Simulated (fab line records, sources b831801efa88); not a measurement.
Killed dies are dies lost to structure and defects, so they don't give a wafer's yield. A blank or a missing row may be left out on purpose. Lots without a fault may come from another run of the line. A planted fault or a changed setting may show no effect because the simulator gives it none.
Which tool did it? | flow sky130 | 7 lots, 21 wafers sampled, at 1 step of a route of 708

WHAT THE GAUGES READ, wafer by wafer
SKY_LDD_HVP_OVL_MEAS_07.
lot  | measured     | on         | LDD_HVP_OVL (nm)
L466 | day 22 18:03 | overlay-01 | -4.3 -1.5 -2.4
L468 | day 23 11:42 | overlay-01 | -1.2 0.1 -1.3
L470 | day 24 11:28 | overlay-02 | -0.6 -0.6 0.2
L473 | day 25 08:49 | overlay-02 | -0.7 0.6 -1.4
L475 | day 25 23:03 | overlay-02 | 0.9 0.4 0.3
L482 | day 28 08:43 | overlay-02 | -1.9 -1.5 -1.1
L485 | day 29 05:52 | overlay-02 | 0.9 1.9 0.9

WHICH TOOL RAN EACH LOT (tool, then ch and the chambers of the sampled wafers, then the start)
The record holds no process step before these readings.

THE ANSWER, worked out from the rows above alone
Rule: what is usual is taken from the lots themselves. Put in order of their means at a reading, lots are off if they are a third of the lots or fewer, leave a main group of 4 or more, and stand apart from it by a gap of 3 or more times the standard deviation of the main group's means; of several such gaps the widest counts. A main group whose means are all the same, to the digits that the tables above print for the reading, isn't used. A lot without any number at a reading at which 4 lots or more have one is off too. The other lots that the step has rows for count as sound.
No lot is off at any reading shown: from this, nothing can be told.

WHAT THE SIMULATOR HAD PUT IN
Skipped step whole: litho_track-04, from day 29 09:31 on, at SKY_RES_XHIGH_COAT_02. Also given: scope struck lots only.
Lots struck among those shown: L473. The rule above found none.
